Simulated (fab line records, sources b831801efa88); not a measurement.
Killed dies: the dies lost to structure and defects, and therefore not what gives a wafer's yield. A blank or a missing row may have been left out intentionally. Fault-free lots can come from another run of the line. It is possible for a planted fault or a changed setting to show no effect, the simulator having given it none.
fab line records	flow gf180mcu
record lots=12	wafers=36	last_day=34
route steps=602 shown SAB@274 CONTACT@303 M1@317
lots untouched by any fault: they come from a run of this same line in which no faults occurred
start_h: start of the lot's first displayed wafer, in hours after the record's first day	wait_h: hours elapsed since this lot's preceding step	" as in the row above	L1.1+2: a single row standing in for several wafers	- no value, or no start was given	* or withheld: withheld	< > ~ a bound
route shown NAME@n: a module of which the file shows steps, and the number in the route of the first	usual: the fault-free wafers' mean and standard deviation	same: alike in all rows	chamber/n: place in a boat	sites: readings site by site	_std_site: their standard deviation	_edge_site: inner sites' mean taken away from outer sites' mean	radius_mm: for every site, how far away it sits from the centre of the wafer	mask NAME#n: copy n	behind: the tool/chamber that last shaped the wafer	hold: reason for holding the lot/hours on hold/outcome of the hold	device: the n, p or np transistor that did not switch	end of line: the tests these same wafers got at the end of their route	a step given without rows: its recipe and nothing more	killed: at the first sort, the dies lost to defects and structure; wafer yield is something else	map: the dies of a wafer, with x for killed, . for not killed, _ for no die there
set.NAME: the setting as run; set.NAME@STEP: as run at that earlier step	model.NAME: the simulator's own value behind a step, which no gauge read
steps of the route over a sample of lots; a table a step, a row a wafer
services: the hour from which a tool's chamber was out of use, counted from the record's first day as start_h (under 0 if before that day), plus the number of hours and why
## steps
# step GF_SAB_OVL_MEAS_10
# usual SAB_OVL=-1.0/1.4
lot.wafer	tool	chamber	start_h	wait_h	SAB_OVL[nm]
L591.2	overlay-01	-	342.86	0.1	-1.4
L591.3	"	-	"	"	-1.8
L591.4	"	-	"	"	-1.4
L592.3	overlay-02	-	352.47	0.1	-1.3
L592.4	"	-	"	"	-0.9
L592.5	"	-	"	"	-3.2
L593.3	overlay-01	-	353.72	0.1	-2.0
L593.5	"	-	"	"	-1.5
L593.6	"	-	"	"	-1.0
L595.2	overlay-02	-	373.86	0.1	0.9
L595.4	"	-	"	"	1.7
L595.6	"	-	"	"	1.8
L598.3	overlay-02	-	399.51	0.1	-1.6
L598.4	"	-	"	"	-1.8
L598.5	"	-	"	"	-1.2
L599.1	overlay-01	-	412.01	0.1	-0.6
L599.3	"	-	"	"	0.2
L599.5	"	-	"	"	-0.1
L602.1	overlay-02	-	431.45	0.1	-1.6
L602.2	"	-	"	"	-0.2
L602.4	"	-	"	"	-0.6
L603.2	overlay-02	-	444.96	0.1	-1.0
L603.5	"	-	"	"	-1.7
L603.6	"	-	"	"	-1.7
L607.1	overlay-02	-	480.10	0.1	-2.3
L607.3	"	-	"	"	-3.0
L607.5	"	-	"	"	-4.0
L608.3	overlay-01	-	483.81	0.1	1.0
L608.4	"	-	"	"	1.3
L608.5	"	-	"	"	-0.6
L609.1	overlay-01	-	489.96	0.1	-0.2
L609.3	"	-	"	"	-0.9
L609.6	"	-	"	"	-0.6
L614.2	overlay-02	-	531.61	0.1	-1.2
L614.3	"	-	"	"	-1.4
L614.4	"	-	"	"	-1.6
# step GF_CONTACT_ETCH_16
# recipe chemistry=N2/H2	target_depth_a=withheld	overetch_a=withheld	time_s=withheld	target=BARC	ion_energy_ev=200	source_w=500	bias_w=100	pressure_mtorr=30	n2_flow_sccm=100	h2_flow_sccm=200
# usual drypump_motor_current_A=5.7/0.43	oes_product_au=0.855/0.0051	throttle_valve_pct=13.225/0.0088
lot.wafer	tool	chamber	start_h	wait_h	drypump_motor_current_A	oes_product_au	throttle_valve_pct
L591.2	rie_diel-01	2	366.69	0.0	5.1	0.853	13.215
L591.3	"	1	"	"	5.5	0.859	13.237
L591.4	"	0	"	"	5.9	0.853	13.226
L592.3	rie_diel-01	3	376.39	0.0	6.0	0.854	13.220
L592.4	"	2	"	"	5.1	0.851	13.218
L592.5	"	0	"	"	5.8	0.849	13.228
L593.3	rie_diel-01	2	377.44	0.0	5.2	0.854	13.232
L593.5	"	3	"	"	6.0	0.850	13.226
L593.6	"	0	"	"	5.8	0.849	13.230
L595.2	rie_diel-04	3	397.59	0.0	5.8	0.857	13.224
L595.4	"	0	"	"	6.1	0.854	13.217
L595.6	"	0	"	"	6.1	0.861	13.218
L598.3	rie_diel-02	3	424.69	0.0	5.0	0.853	13.216
L598.4	"	1	"	"	5.3	0.853	13.219
L598.5	"	1	"	"	5.3	0.853	13.222
L599.1	rie_diel-02	1	437.74	0.0	5.3	0.849	13.217
L599.3	"	3	"	"	5.0	0.856	13.224
L599.5	"	3	"	"	5.0	0.854	13.223
L602.1	rie_diel-04	2	457.12	0.0	6.5	0.853	13.220
L602.2	"	0	"	"	6.1	0.855	13.221
L602.4	"	3	"	"	5.9	0.859	13.237
L603.2	rie_diel-02	3	470.44	0.0	5.0	0.848	13.246
L603.5	"	2	"	"	6.0	0.849	13.217
L603.6	"	1	"	"	5.3	0.859	13.210
L607.1	rie_diel-02	1	505.44	0.0	5.3	0.859	13.235
L607.3	"	2	"	"	5.9	0.850	13.223
L607.5	"	0	"	"	5.9	0.856	13.217
L608.3	rie_diel-04	1	509.54	0.0	5.3	0.851	13.220
L608.4	"	2	"	"	6.5	0.847	13.242
L608.5	"	1	"	"	5.3	0.860	13.227
L609.1	rie_diel-02	0	514.74	0.0	5.9	0.858	13.225
L609.3	"	2	"	"	5.9	0.863	13.232
L609.6	"	0	"	"	5.8	0.857	13.215
L614.2	rie_diel-01	1	554.99	0.0	5.5	0.860	13.230
L614.3	"	2	"	"	5.2	0.859	13.204
L614.4	"	0	"	"	5.8	0.849	13.212
# step GF_M1_SPUTTER_02
# recipe material=AlCu	target_thk_nm=450	power_w=10600	time_s=23.9	chamber_pressure_pa=0.4
# usual chamber_pressure_pa=0.4000/0.0008	throttle_valve_pct=30.3/1
lot.wafer	tool	chamber	start_h	wait_h	chamber_pressure_pa	throttle_valve_pct
L591.2	pvd_sputter-04	-	367.96	0.0	0.3998	31.9
L591.3	"	-	"	"	0.3995	29.8
L591.4	"	-	"	"	0.4009	30.8
L592.3	pvd_sputter-01	-	377.66	0.0	0.3989	30.6
L592.4	"	-	"	"	0.4004	28.0
L592.5	"	-	"	"	0.4003	28.3
L593.3	pvd_sputter-04	-	379.17	0.0	0.3990	30.4
L593.5	"	-	"	"	0.4000	30.7
L593.6	"	-	"	"	0.4006	30.1
L595.2	pvd_sputter-04	-	398.87	0.0	0.4006	30.2
L595.4	"	-	"	"	0.3995	30.7
L595.6	"	-	"	"	0.4006	30.3
L598.3	pvd_sputter-04	-	425.96	0.0	0.4004	30.7
L598.4	"	-	"	"	0.3996	31.0
L598.5	"	-	"	"	0.4000	30.8
L599.1	pvd_sputter-03	-	439.02	0.0	0.4024	28.7
L599.3	"	-	"	"	0.3994	30.9
L599.5	"	-	"	"	0.4004	28.8
L602.1	pvd_sputter-01	-	458.39	0.0	0.3997	28.2
L602.2	"	-	"	"	0.4000	30.6
L602.4	"	-	"	"	0.3992	30.3
L603.2	pvd_sputter-04	-	471.72	0.0	0.3340	34.0
L603.5	"	-	"	"	0.4008	30.2
L603.6	"	-	"	"	0.4001	30.8
L607.1	pvd_sputter-01	-	506.72	0.0	0.3991	27.7
L607.3	"	-	"	"	0.3979	30.6
L607.5	"	-	"	"	0.3995	29.8
L608.3	pvd_sputter-01	-	510.82	0.0	0.3995	30.3
L608.4	"	-	"	"	0.4008	29.6
L608.5	"	-	"	"	0.3989	30.5
L609.1	pvd_sputter-01	-	516.03	0.0	0.3992	28.2
L609.3	"	-	"	"	0.3990	30.6
L609.6	"	-	"	"	0.3996	30.6
L614.2	pvd_sputter-04	-	556.27	0.0	0.4008	31.5
L614.3	"	-	"	"	0.3997	30.9
L614.4	"	-	"	"	0.3989	30.6
# step GF_M1_RS_MEAS_05
# recipe thk_meas_gauge=four-point-probe	reads=TiN_of_M1_SPUTTER_04+Ti_of_M1_SPUTTER_03+AlCu_of_M1_SPUTTER_02+TiN_of_M1_SPUTTER_01+Ti_of_M1_SPUTTER_00
# usual M1_ALCU_RS=0.0694/0.0007
lot.wafer	tool	chamber	start_h	wait_h	M1_ALCU_RS[ohm/sq]
L591.2	film_metro-03	-	368.07	0.0	0.0698
L591.3	"	-	"	"	0.0696
L591.4	"	-	"	"	0.0699
L592.3	film_metro-01	-	377.79	0.1	0.0689
L592.4	"	-	"	"	0.0690
L592.5	"	-	"	"	0.0693
L593.3	film_metro-04	-	379.30	0.1	0.0699
L593.5	"	-	"	"	0.0701
L593.6	"	-	"	"	0.0701
L595.2	film_metro-03	-	398.98	0.0	0.0695
L595.4	"	-	"	"	0.0694
L595.6	"	-	"	"	0.0692
L598.3	film_metro-04	-	426.09	0.1	0.0689
L598.4	"	-	"	"	0.0692
L598.5	"	-	"	"	0.0689
L599.1	film_metro-04	-	439.11	0.0	0.0690
L599.3	"	-	"	"	0.0689
L599.5	"	-	"	"	0.0695
L602.1	film_metro-01	-	458.48	0.0	0.0689
L602.2	"	-	"	"	0.0692
L602.4	"	-	"	"	0.0699
L603.2	film_metro-03	-	471.83	0.0	0.0662
L603.5	"	-	"	"	0.0693
L603.6	"	-	"	"	0.0693
L607.1	film_metro-03	-	506.81	0.0	0.0689
L607.3	"	-	"	"	0.0697
L607.5	"	-	"	"	0.0694
L608.3	film_metro-01	-	510.96	0.1	0.0692
L608.4	"	-	"	"	0.0702
L608.5	"	-	"	"	0.0698
L609.1	film_metro-04	-	516.12	0.0	0.0694
L609.3	"	-	"	"	0.0690
L609.6	"	-	"	"	0.0689
L614.2	film_metro-04	-	556.38	0.0	0.0690
L614.3	"	-	"	"	0.0687
L614.4	"	-	"	"	0.0680
# step GF_M1_OVL_MEAS_15
# usual M1_OVL=4/6.3
lot.wafer	tool	chamber	start_h	wait_h	M1_OVL[nm]
L591.2	overlay-01	-	388.96	0.1	15
L591.3	"	-	"	"	17
L591.4	"	-	"	"	6
L592.3	overlay-01	-	400.22	0.1	-5
L592.4	"	-	"	"	-4
L592.5	"	-	"	"	-1
L593.3	overlay-02	-	401.45	0.1	4
L593.5	"	-	"	"	2
L593.6	"	-	"	"	6
L595.2	overlay-02	-	422.51	0.1	-4
L595.4	"	-	"	"	1
L595.6	"	-	"	"	1
L598.3	overlay-02	-	449.55	0.1	-1
L598.4	"	-	"	"	1
L598.5	"	-	"	"	4
L599.1	overlay-02	-	462.80	0.1	7
L599.3	"	-	"	"	3
L599.5	"	-	"	"	4
L602.1	overlay-02	-	482.15	0.1	5
L602.2	"	-	"	"	-1
L602.4	"	-	"	"	0
L603.2	overlay-01	-	495.81	0.1	10
L603.5	"	-	"	"	7
L603.6	"	-	"	"	11
L607.1	overlay-01	-	530.11	0.1	6
L607.3	"	-	"	"	3
L607.5	"	-	"	"	2
L608.3	overlay-02	-	533.62	0.1	3
L608.4	"	-	"	"	0
L608.5	"	-	"	"	1
L609.1	overlay-01	-	538.33	0.1	6
L609.3	"	-	"	"	11
L609.6	"	-	"	"	7
L614.2	overlay-01	-	578.09	0.1	11
L614.3	"	-	"	"	9
L614.4	"	-	"	"	6
## services
tool	chamber	start_h	hours	kind
rie_diel-04	3	344.04	28.2	repair
pvd_sputter-04	2	345.75	-	consumable_replace:kit
pvd_sputter-04	2	345.75	18.0	scheduled_down
pvd_sputter-04	2	345.75	18.0	vent_cycle
rie_diel-01	1	371.06	21.5	repair
rie_diel-04	2	371.51	3.9	repair
pvd_sputter-01	-	384.16	51.6	repair
rie_diel-02	-	421.88	1.0	repair
rie_diel-01	3	435.13	4.0	repair
pvd_sputter-01	-	435.87	5.7	repair
rie_diel-01	1	441.21	3.2	repair
pvd_sputter-04	-	445.61	4.3	repair
rie_diel-04	1	461.36	7.9	repair
rie_diel-04	3	461.54	13.0	repair
rie_diel-01	0	471.97	6.6	repair
pvd_sputter-03	-	483.43	1.5	repair
rie_diel-04	0	496.83	2.4	repair
rie_diel-02	3	513.73	5.1	repair
pvd_sputter-01	-	532.16	1.3	repair
rie_diel-01	0	540.88	8.7	repair
rie_diel-01	3	541.90	6.3	repair
pvd_sputter-04	1	547.90	-	consumable_replace:kit
pvd_sputter-04	1	547.90	18.0	scheduled_down
pvd_sputter-04	1	547.90	18.0	vent_cycle
## key
first_sign step=GF_M1_SPUTTER_02	reading=chamber_pressure_pa	direction=down	sigmas=83	usual=0.4000	struck=0.3340
effect step=GF_M1_SPUTTER_02	reading=throttle_valve_pct	direction=up	sigmas=3.7	usual=30.3	struck=34.0
effect step=GF_M1_RS_MEAS_05	reading=M1_ALCU_RS	direction=down	sigmas=4.6	usual=0.0694	struck=0.0662
met_at GF_M1_SPUTTER_02
struck_lots L603
struck_wafers L603.2
not_acting_at GF_SAB_OVL_MEAS_10,GF_CONTACT_ETCH_16,GF_M1_OVL_MEAS_15
onset_between 425.96 471.72
fault kind=process_parameter_drift	tool=pvd_sputter-04	chamber=-	onset_h=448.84	steps=GF_M1_SPUTTER_02	channel=chamber_pressure_pa	offset=-0.0662	shape=step	end_h=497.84	acts_in=these_recipes_only	stated=0.4	scope=struck_wafers_only
